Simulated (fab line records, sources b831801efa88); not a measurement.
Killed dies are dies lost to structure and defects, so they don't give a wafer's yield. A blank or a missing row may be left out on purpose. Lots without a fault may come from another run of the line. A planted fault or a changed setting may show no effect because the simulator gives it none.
fab line records | flow sky130 | part 1 of 2: steps 1 to 29 of 37
record lots=5 wafers=15 last_day=50
route steps=708 shown VIA4@645 METAL5@661 PASSIVATION@681
lots that met no fault: from a run of the same line without faults
start_h: hours from the record's first day to the start of the lot's first wafer shown | wait_h: hours since the lot's step before | " the same as in the row above | L1.1+2: a row that stands for several wafers | - no value, or no start given | * or withheld: withheld | < > ~ a bound
route shown NAME@n: a module of which the file shows steps, and the number in the route of the first | usual: mean/standard deviation of fault-free wafers | same: alike in all rows | chamber/n: place in a boat | sites: the reading at each site | _std_site: their standard deviation | _edge_site: outer sites' mean less inner sites' | radius_mm: how far each site lies from the wafer's centre | mask NAME#n: copy n | behind: the tool/chamber that last shaped the wafer | hold: why the lot was held/for how many hours/how that ended | device: the transistor (n, p or np) that didn't switch | end of line: the same wafers' tests at the end of the route | a step without rows: its recipe alone | killed: dies lost to structure and defects at the first sort, not the wafer's yield | map: a wafer's dies, x killed, . not, _ none there
set.NAME: the setting as run; set.NAME@STEP: as run at that earlier step | model.NAME: the simulator's own value behind a step, which no gauge read
lots at some steps of the route; a table a step, a row a wafer
services: from which hour (start_h, from the record's first day; less than 0 if before it) a tool's chamber was out of use, for how many hours, and why
## steps
# step SKY_VIA4_COAT_06
# recipe resist=NOVOLAK spin_rpm=3000 resist_thk_nm=1140
# columns lot.wafer tool chamber start_h wait_h
L077.1+2+3 litho_track-04 0 1014.26 0.1
L078.1+2+3 litho_track-02 0 1020.09 0.1
L085.1+3+5 litho_track-04 0 1066.21 0.1
L092.2+3+5 litho_track-04 0 1106.28 0.1
L096.1+3+4 litho_track-04 0 1135.46 0.1
# step SKY_VIA4_SOFTBAKE_07
# recipe temp_c=90 time_s=60 resist=NOVOLAK
# columns lot.wafer tool chamber start_h wait_h
L077.1+2+3 litho_track-04 0 1014.41 0.1
L078.1+2+3 litho_track-02 0 1020.24 0.1
L085.1+3+5 litho_track-04 0 1066.36 0.1
L092.2+3+5 litho_track-04 0 1106.43 0.1
L096.1+3+4 litho_track-04 0 1135.61 0.1
# step SKY_VIA4_EXPOSE_08
# recipe mask_id=VIM4 na=0.6 source_shape=conventional sigma_outer=0.6 polarization=unpolarized target_cd_nm=800 dose_mj=132
# columns lot.wafer tool chamber start_h wait_h mask
L077.1+2+3 iline_stepper-01 0 - - VIM4#0
L078.1+2+3 iline_stepper-02 0 - - VIM4#0
L085.1+3+5 iline_stepper-02 0 - - VIM4#0
L092.2+3+5 iline_stepper-01 0 - - VIM4#0
L096.1+3+4 iline_stepper-01 0 - - VIM4#0
# step SKY_VIA4_PEB_09
# recipe temp_c=withheld time_s=* resist=NOVOLAK
# columns lot.wafer tool chamber start_h wait_h
L077.1+2+3 litho_track-04 0 - -
L078.1+2+3 litho_track-04 0 - -
L085.1+3+5 litho_track-04 0 - -
L092.2+3+5 litho_track-03 0 - -
L096.1+3+4 litho_track-02 0 - -
# step SKY_VIA4_DEVELOP_10
# recipe resist=NOVOLAK developer=TMAH develop_time_s=60 dev_temp_c=23
# usual developer_temp_C=22.97/0.1
# columns lot.wafer tool chamber start_h wait_h developer_temp_C
L077.1 litho_track-04 0 1024.81 0.1 22.92
L077.2 " 0 " " 22.90
L077.3 " 0 " " 22.78
L078.1 litho_track-04 0 1031.61 0.1 22.97
L078.2 " 0 " " 22.95
L078.3 " 0 " " 22.93
L085.1 litho_track-04 0 1076.56 0.1 23.10
L085.3 " 0 " " 23.06
L085.5 " 0 " " 23.00
L092.2 litho_track-03 0 1115.91 0.1 23.14
L092.3 " 0 " " 23.07
L092.5 " 0 " " 23.05
L096.1 litho_track-02 0 1145.14 0.1 22.96
L096.3 " 0 " " 23.03
L096.4 " 0 " " 22.92
# step SKY_VIA4_OVL_MEAS_11
# usual VIA4_OVL=-0.6/1.3
# columns lot.wafer tool chamber start_h wait_h VIA4_OVL[nm]
L077.1 overlay-01 - 1024.96 0.1 0.0
L077.2 " - " " 0.7
L077.3 " - " " 0.3
L078.1 overlay-02 - 1031.76 0.1 -1.0
L078.2 " - " " -1.5
L078.3 " - " " -1.0
L085.1 overlay-01 - 1076.71 0.1 0.4
L085.3 " - " " -2.3
L085.5 " - " " 0.0
L092.2 overlay-02 - 1116.04 0.1 -0.6
L092.3 " - " " 0.6
L092.5 " - " " -0.5
L096.1 overlay-01 - 1145.29 0.1 0.5
L096.3 " - " " 0.0
L096.4 " - " " 0.9
# step SKY_VIA4_ETCH_12
# recipe target=SiO2 chemistry=C4F8/O2/Ar stop_on=TiN mask_material=NOVOLAK source_w=1500 bias_w=1200 pressure_mtorr=40 c4f8_flow_sccm=withheld O2_flow_sccm=6 Ar_flow_sccm=300 time_s=withheld target_depth_a=5800
# usual oes_product_au=0.925/0.0047
# columns lot.wafer tool chamber start_h wait_h oes_product_au
L077.1 rie_diel-04 1 1024.99 0.0 0.929
L077.2 " 2 " " 0.934
L077.3 " 0 " " 0.918
L078.1 rie_diel-04 2 1031.79 0.0 0.924
L078.2 " 1 " " 0.922
L078.3 " 0 " " 0.922
L085.1 rie_diel-02 3 1076.74 0.0 0.926
L085.3 " 2 " " 0.930
L085.5 " 0 " " 0.923
L092.2 rie_diel-02 1 1116.07 0.0 0.928
L092.3 " 0 " " 0.922
L092.5 " 0 " " 0.928
L096.1 rie_diel-01 0 1145.33 0.0 0.925
L096.3 " 3 " " 0.932
L096.4 " 1 " " 0.930
# step SKY_VIA4_STRIP_13
# recipe chemistry=O2/N2 power_w=1400 pressure_mtorr=1500 platen_temp_c=withheld o2_flow_sccm=3000 n2_flow_sccm=300 overash_fraction=0.5
# usual drypump_motor_current_A=5.8/0.38 oes_product_au=0.709/0.0045 strip_time_to_endpoint_s=12.81/0.036
# columns lot.wafer tool chamber start_h wait_h drypump_motor_current_A oes_product_au rf_hours_counter_h strip_time_to_endpoint_s
L077.1 plasma_asher-01 0 1025.06 - 6.2 0.716 58 12.83
L077.2 " 1 " " 5.9 0.704 58 12.83
L077.3 " 1 " " 5.9 0.715 - 12.79
L078.1 plasma_asher-01 0 1031.86 - 6.2 0.700 58 12.81
L078.2 " 1 " " 5.9 0.707 58 12.78
L078.3 " 1 " " 5.9 0.709 - 12.79
L085.1 plasma_asher-04 0 1076.81 - 5.6 0.706 31 12.81
L085.3 " 0 " " 5.6 0.712 - 12.85
L085.5 " 0 " " 5.6 0.719 - 12.78
L092.2 plasma_asher-01 0 1116.14 - 6.2 0.705 67 12.89
L092.3 " 0 " " 6.2 0.713 - 12.82
L092.5 " 1 " " 5.9 0.705 - 12.82
L096.1 plasma_asher-01 1 1145.40 - 5.9 0.705 70 12.80
L096.3 " 0 " " 6.2 0.713 - 12.82
L096.4 " 1 " " 5.9 0.712 - 12.78
# step SKY_VIA4_STRIP_14
# recipe chemistry=post_etch_residue_remover time_s=1200 temp_c=72.5
# usual bath_guard_temp_C=72.7/0.57 bath_heat_duty_pct=14.5/1.7 temp_c=72.46/0.13
# columns lot.wafer tool chamber start_h wait_h bath_guard_temp_C bath_heat_duty_pct temp_c
L077.1 wet_bench-03 1 1025.16 0.1 72.8 12.1 72.67
L077.2 " 1 " " 72.1 12.7 72.49
L077.3 " 1 " " 72.6 11.8 72.44
L078.1 wet_bench-03 0 1031.96 0.1 73.4 15.4 72.57
L078.2 " 0 " " 73.6 14.8 72.64
L078.3 " 0 " " 73.3 15.0 72.44
L085.1 wet_bench-03 3 1076.91 0.1 73.5 13.2 72.40
L085.3 " 3 " " 73.4 12.5 72.34
L085.5 " 3 " " 73.7 12.4 72.50
L092.2 wet_bench-03 3 1116.27 0.1 73.4 13.1 72.51
L092.3 " 3 " " 73.4 12.6 72.72
L092.5 " 3 " " 73.7 14.2 72.49
L096.1 wet_bench-01 0 1145.50 0.1 72.1 14.2 72.29
L096.3 " 0 " " 71.7 14.1 72.40
L096.4 " 0 " " 72.4 16.6 72.55
# step SKY_VIA4_CLEAN_15
# recipe chemistry=IPA time_s=180 temp_c=25
# usual bath_heat_duty_pct=6.4/0.74 temp_c=25.02/0.1
# columns lot.wafer tool chamber start_h wait_h bath_heat_duty_pct temp_c
L077.1 wet_bench-01 3 1025.51 0.0 6.7 24.97
L077.2 " 3 " " 7.0 24.85
L077.3 " 3 " " 6.9 25.14
L078.1 wet_bench-04 0 1032.31 0.0 7.0 25.05
L078.2 " 0 " " 7.9 24.94
L078.3 " 0 " " 8.0 24.96
L085.1 wet_bench-01 3 1077.26 0.0 5.7 24.87
L085.3 " 3 " " 6.8 25.07
L085.5 " 3 " " 6.7 25.06
L092.2 wet_bench-01 1 1116.61 0.0 6.1 25.02
L092.3 " 1 " " 6.9 24.88
L092.5 " 1 " " 7.0 25.03
L096.1 wet_bench-03 3 1145.84 0.0 5.6 25.19
L096.3 " 3 " " 6.3 25.05
L096.4 " 3 " " 5.5 24.99
# step SKY_VIA4_CLEAN_16
# recipe chemistry=O3/DIW dry=n2_spin
# columns lot.wafer tool chamber start_h wait_h
L077.1+2+3 wet_bench-03 2 1025.57 0.0
L078.1+2+3 wet_bench-01 1 1032.36 0.0
L085.1+3+5 wet_bench-03 2 1077.37 0.0
L092.2+3+5 wet_bench-04 0 1116.67 0.0
L096.1+3+4 wet_bench-01 1 1145.90 0.0
# step SKY_VIA4_SPUTTER_17
# recipe material=TiN target_thk_nm=20 chamber_pressure_pa=5 power_w=4000 time_s=80
# usual throttle_valve_pct=29.9/1.3
# columns lot.wafer tool chamber start_h wait_h throttle_valve_pct
L077.1 pvd_sputter-04 - 1025.66 0.0 29.3
L077.2 " - " " 30.9
L077.3 " - " " 28.8
L078.1 pvd_sputter-02 - 1032.46 0.0 31.0
L078.2 " - " " 32.1
L078.3 " - " " 29.4
L085.1 pvd_sputter-01 - 1077.46 0.0 31.0
L085.3 " - " " 30.0
L085.5 " - " " 31.0
L092.2 pvd_sputter-01 - 1116.77 0.0 30.9
L092.3 " - " " 29.8
L092.5 " - " " 30.0
L096.1 pvd_sputter-02 - 1145.99 0.0 29.1
L096.3 " - " " 28.9
L096.4 " - " " 29.3
# step SKY_VIA4_CVD_18
# recipe material=W target_thk_nm=505 time_s=152.14 temp_c=400 pressure_torr=41.07
# usual heater_power_w=875/97
# columns lot.wafer tool chamber start_h wait_h heater_power_w
L077.1 cvd_w-01 0 1025.72 0.0 894
L077.2 " 1 " " 729
L077.3 " 1 " " 762
L078.1 cvd_w-01 0 1032.52 0.0 899
L078.2 " 1 " " 764
L078.3 " 1 " " 759
L085.1 cvd_w-02 1 1077.53 0.0 877
L085.3 " 0 " " 1019
L085.5 " 1 " " 878
L092.2 cvd_w-02 1 1116.83 0.0 890
L092.3 " 0 " " 1042
L092.5 " 1 " " 873
L096.1 cvd_w-02 0 1146.05 0.0 1020
L096.3 " 1 " " 885
L096.4 " 0 " " 1036
# step SKY_VIA4_RS_MEAS_19
# recipe thk_meas_gauge=four-point-probe reads=W_of_VIA4_CVD_18+TiN_of_VIA4_SPUTTER_17
# usual VIA4_W_RS=0.219/0.0048
# columns lot.wafer tool chamber start_h wait_h VIA4_W_RS[ohm/sq]
L077.1 film_metro-01 - 1025.87 0.1 0.226
L077.2 " - " " 0.212
L077.3 " - " " 0.215
L078.1 film_metro-01 - 1032.67 0.1 0.224
L078.2 " - " " 0.209
L078.3 " - " " 0.209
L085.1 film_metro-03 - 1077.68 0.1 0.216
L085.3 " - " " 0.219
L085.5 " - " " 0.217
L092.2 film_metro-03 - 1117.00 0.1 0.219
L092.3 " - " " 0.224
L092.5 " - " " 0.220
L096.1 film_metro-04 - 1146.21 0.1 0.223
L096.3 " - " " 0.223
L096.4 " - " " 0.225
# step SKY_VIA4_THK_MEAS_20
# recipe thk_meas_gauge=xrf reads=W_of_VIA4_CVD_18
# usual VIA4_W_THK=528/13
# columns lot.wafer tool chamber start_h wait_h VIA4_W_THK[nm]
L077.1 film_metro-01 - 1025.99 0.1 515
L077.2 " - " " 547
L077.3 " - " " 534
L078.1 film_metro-01 - 1032.79 0.1 516
L078.2 " - " " 551
L078.3 " - " " 558
L085.1 film_metro-03 - 1077.80 0.1 534
L085.3 " - " " 529
L085.5 " - " " 534
L092.2 film_metro-03 - 1117.11 0.1 520
L092.3 " - " " 506
L092.5 " - " " 516
L096.1 film_metro-04 - 1146.33 0.1 512
L096.3 " - " " 513
L096.4 " - " " 509
# step SKY_VIA4_CMP_21
# recipe stop_on=SiO2 t_overpolish_s=25 down_force_psi=3.5 platen_rpm=60 target_thk_nm=0 pad_velocity_m_s=0.94248
# usual motor_current_A=10.5/0.77 overpolish_run_s=25.000/0.0093 slurry_flow_ml_min=150.0/0.42 time_to_endpoint_s=125/6.1
# columns lot.wafer tool chamber start_h wait_h motor_current_A overpolish_run_s slurry_flow_ml_min time_to_endpoint_s
L077.3 cmp-02 0 1026.16 0.1 11.6 24.997 150.0 128
L077.2 " 1 " " 11.1 25.011 149.8 139
L077.1 " 2 " " 9.3 24.999 149.7 129
L078.3 cmp-01 2 1033.20 0.4 9.5 25.007 149.7 122
L078.1 " 3 " " 10.2 25.002 149.9 121
L078.2 " 1 " " 10.8 24.996 149.7 134
L085.1 cmp-01 3 1078.08 0.3 10.0 25.006 150.0 125
L085.3 " 1 " " 11.0 24.995 150.2 127
L085.5 " 3 " " 10.9 25.002 150.4 125
L092.3 cmp-01 3 1117.20 0.1 10.1 24.997 149.4 123
L092.2 " 2 " " 8.9 24.997 151.4 117
L092.5 " 0 " " 11.2 24.998 150.0 125
L096.1 cmp-02 2 1146.39 0.1 10.0 25.005 150.4 124
L096.4 " 0 " " 11.6 25.009 150.0 119
L096.3 " 1 " " 10.5 25.001 150.0 129
# step SKY_METAL5_SPUTTER_00
# recipe material=Ti target_thk_nm=15 power_w=3000 time_s=10 chamber_pressure_pa=0.4
# usual throttle_valve_pct=30.2/1.3
# columns lot.wafer tool chamber start_h wait_h throttle_valve_pct
L077.1 pvd_sputter-03 - 1026.41 0.1 31.0
L077.2 " - " " 31.4
L077.3 " - " " 29.9
L078.1 pvd_sputter-02 - 1033.50 0.2 32.2
L078.2 " - " " 29.4
L078.3 " - " " 31.4
L085.1 pvd_sputter-01 - 1078.33 0.2 31.3
L085.3 " - " " 29.6
L085.5 " - " " 29.9
L092.2 pvd_sputter-03 - 1117.50 0.1 31.1
L092.3 " - " " 28.4
L092.5 " - " " 30.9
L096.1 pvd_sputter-02 - 1146.69 0.2 28.9
L096.3 " - " " 31.2
L096.4 " - " " 29.5
# step SKY_METAL5_SPUTTER_01
# recipe material=TiN target_thk_nm=20 power_w=6500 time_s=16.7 chamber_pressure_pa=0.4
# usual throttle_valve_pct=30.2/1.3
# columns lot.wafer tool chamber start_h wait_h throttle_valve_pct
L077.1 pvd_sputter-03 - 1026.43 0.0 31.4
L077.2 " - " " 31.2
L077.3 " - " " 29.8
L078.1 pvd_sputter-02 - 1033.52 0.0 32.3
L078.2 " - " " 29.1
L078.3 " - " " 31.1
L085.1 pvd_sputter-01 - 1078.36 0.0 30.9
L085.3 " - " " 29.7
L085.5 " - " " 29.5
L092.2 pvd_sputter-03 - 1117.52 0.0 31.1
L092.3 " - " " 28.4
L092.5 " - " " 31.1
L096.1 pvd_sputter-02 - 1146.71 0.0 29.1
L096.3 " - " " 30.9
L096.4 " - " " 29.2
# step SKY_METAL5_SPUTTER_02
# recipe material=AlCu target_thk_nm=1150 power_w=10600 time_s=61.2 chamber_pressure_pa=0.4
# usual throttle_valve_pct=30.2/1.3
# columns lot.wafer tool chamber start_h wait_h throttle_valve_pct
L077.1 pvd_sputter-03 - 1026.45 0.0 31.2
L077.2 " - " " 31.2
L077.3 " - " " 29.8
L078.1 pvd_sputter-02 - 1033.55 0.0 32.3
L078.2 " - " " 29.4
L078.3 " - " " 31.2
L085.1 pvd_sputter-01 - 1078.38 0.0 31.0
L085.3 " - " " 29.4
L085.5 " - " " 29.7
L092.2 pvd_sputter-03 - 1117.55 0.0 31.3
L092.3 " - " " 28.4
L092.5 " - " " 30.9
L096.1 pvd_sputter-02 - 1146.73 0.0 29.3
L096.3 " - " " 31.3
L096.4 " - " " 29.5
# step SKY_METAL5_SPUTTER_03
# recipe material=Ti target_thk_nm=5 power_w=3000 time_s=3.3 chamber_pressure_pa=0.4
# usual throttle_valve_pct=30.2/1.3
# columns lot.wafer tool chamber start_h wait_h throttle_valve_pct
L077.1 pvd_sputter-03 - 1026.50 0.0 31.2
L077.2 " - " " 31.4
L077.3 " - " " 29.8
L078.1 pvd_sputter-02 - 1033.60 0.0 32.5
L078.2 " - " " 29.5
L078.3 " - " " 31.2
L085.1 pvd_sputter-01 - 1078.43 0.0 31.2
L085.3 " - " " 29.6
L085.5 " - " " 29.7
L092.2 pvd_sputter-03 - 1117.60 0.0 31.3
L092.3 " - " " 28.5
L092.5 " - " " 31.1
L096.1 pvd_sputter-02 - 1146.78 0.0 29.2
L096.3 " - " " 31.2
L096.4 " - " " 29.3
# step SKY_METAL5_SPUTTER_04
# recipe material=TiN target_thk_nm=70 power_w=6500 time_s=58.3 chamber_pressure_pa=0.4
# usual throttle_valve_pct=30.2/1.3
# columns lot.wafer tool chamber start_h wait_h throttle_valve_pct
L077.1 pvd_sputter-03 - 1026.52 0.0 31.1
L077.2 " - " " 31.0
L077.3 " - " " 29.9
L078.1 pvd_sputter-02 - 1033.62 0.0 32.0
L078.2 " - " " 29.4
L078.3 " - " " 31.2
L085.1 pvd_sputter-01 - 1078.45 0.0 31.1
L085.3 " - " " 30.1
L085.5 " - " " 30.1
L092.2 pvd_sputter-03 - 1117.62 0.0 31.2
L092.3 " - " " 28.4
L092.5 " - " " 31.2
L096.1 pvd_sputter-02 - 1146.80 0.0 29.1
L096.3 " - " " 31.1
L096.4 " - " " 29.4
# step SKY_METAL5_RS_MEAS_05
# recipe thk_meas_gauge=four-point-probe reads=TiN_of_METAL5_SPUTTER_04+Ti_of_METAL5_SPUTTER_03+AlCu_of_METAL5_SPUTTER_02+TiN_of_METAL5_SPUTTER_01+Ti_of_METAL5_SPUTTER_00
# usual METAL5_ALCU_RS=0.0269/0.00045
# columns lot.wafer tool chamber start_h wait_h METAL5_ALCU_RS[ohm/sq]
L077.1 film_metro-03 - 1026.57 0.0 0.0262
L077.2 " - " " 0.0266
L077.3 " - " " 0.0273
L078.1 film_metro-01 - 1033.67 0.0 0.0269
L078.2 " - " " 0.0262
L078.3 " - " " 0.0265
L085.1 film_metro-03 - 1078.50 0.0 0.0271
L085.3 " - " " 0.0270
L085.5 " - " " 0.0269
L092.2 film_metro-01 - 1117.69 0.0 0.0266
L092.3 " - " " 0.0272
L092.5 " - " " 0.0267
L096.1 film_metro-01 - 1146.85 0.0 0.0265
L096.3 " - " " 0.0266
L096.4 " - " " 0.0264
# step SKY_METAL5_THK_MEAS_06
# recipe thk_meas_gauge=xrf reads=AlCu_of_METAL5_SPUTTER_02
# usual METAL5_ALCU_THK=1166/20
# columns lot.wafer tool chamber start_h wait_h METAL5_ALCU_THK[nm]
L077.1 film_metro-03 - 1026.69 0.1 1210
L077.2 " - " " 1180
L077.3 " - " " 1157
L078.1 film_metro-01 - 1033.79 0.1 1173
L078.2 " - " " 1193
L078.3 " - " " 1187
L085.1 film_metro-03 - 1078.62 0.1 1165
L085.3 " - " " 1158
L085.5 " - " " 1159
L092.2 film_metro-01 - 1117.80 0.1 1170
L092.3 " - " " 1153
L092.5 " - " " 1164
L096.1 film_metro-01 - 1146.97 0.1 1191
L096.3 " - " " 1174
L096.4 " - " " 1181
# step SKY_METAL5_DEHYDRATE_07
# recipe temp_c=200 time_s=60
# columns lot.wafer tool chamber start_h wait_h
L077.1+2+3 litho_track-01 0 1037.73 11.0
L078.1+2+3 litho_track-01 0 1044.03 10.2
L085.1+3+5 litho_track-04 0 1088.26 9.6
L092.2+3+5 litho_track-04 0 1127.48 9.7
L096.1+3+4 litho_track-03 0 1154.88 7.9
# step SKY_METAL5_HMDS_08
# recipe prime_time_s=60 prime_temp_c=120
# columns lot.wafer tool chamber start_h wait_h
L077.1+2+3 litho_track-01 0 1037.88 0.1
L078.1+2+3 litho_track-01 0 1044.18 0.1
L085.1+3+5 litho_track-04 0 1088.41 0.1
L092.2+3+5 litho_track-04 0 1127.63 0.1
L096.1+3+4 litho_track-03 0 1155.03 0.1
# step SKY_METAL5_COAT_09
# recipe resist=NOVOLAK spin_rpm=3000 resist_thk_nm=1800
# columns lot.wafer tool chamber start_h wait_h
L077.1+2+3 litho_track-01 0 1038.03 0.1
L078.1+2+3 litho_track-01 0 1044.33 0.1
L085.1+3+5 litho_track-04 0 1088.56 0.1
L092.2+3+5 litho_track-04 0 1127.78 0.1
L096.1+3+4 litho_track-03 0 1155.18 0.1
# step SKY_METAL5_SOFTBAKE_10
# recipe temp_c=90 time_s=60 resist=NOVOLAK
# columns lot.wafer tool chamber start_h wait_h
L077.1+2+3 litho_track-01 0 1038.18 0.1
L078.1+2+3 litho_track-01 0 1044.48 0.1
L085.1+3+5 litho_track-04 0 1088.71 0.1
L092.2+3+5 litho_track-04 0 1127.93 0.1
L096.1+3+4 litho_track-03 0 1155.33 0.1
# step SKY_METAL5_EXPOSE_11
# recipe mask_id=MM5 na=0.6 source_shape=conventional sigma_outer=0.6 polarization=unpolarized target_cd_nm=1600 dose_mj=190
# columns lot.wafer tool chamber start_h wait_h mask
L077.1+2+3 iline_stepper-02 0 - - MM5#0
L078.1+2+3 iline_stepper-02 0 - - MM5#0
L085.1+3+5 iline_stepper-02 0 - - MM5#0
L092.2+3+5 iline_stepper-01 0 - - MM5#0
L096.1+3+4 iline_stepper-02 0 - - MM5#0
# step SKY_METAL5_PEB_12
# recipe temp_c=withheld time_s=* resist=NOVOLAK
# columns lot.wafer tool chamber start_h wait_h
L077.1+2+3 litho_track-01 0 - -
L078.1+2+3 litho_track-04 0 - -
L085.1+3+5 litho_track-04 0 - -
L092.2+3+5 litho_track-04 0 - -
L096.1+3+4 litho_track-01 0 - -
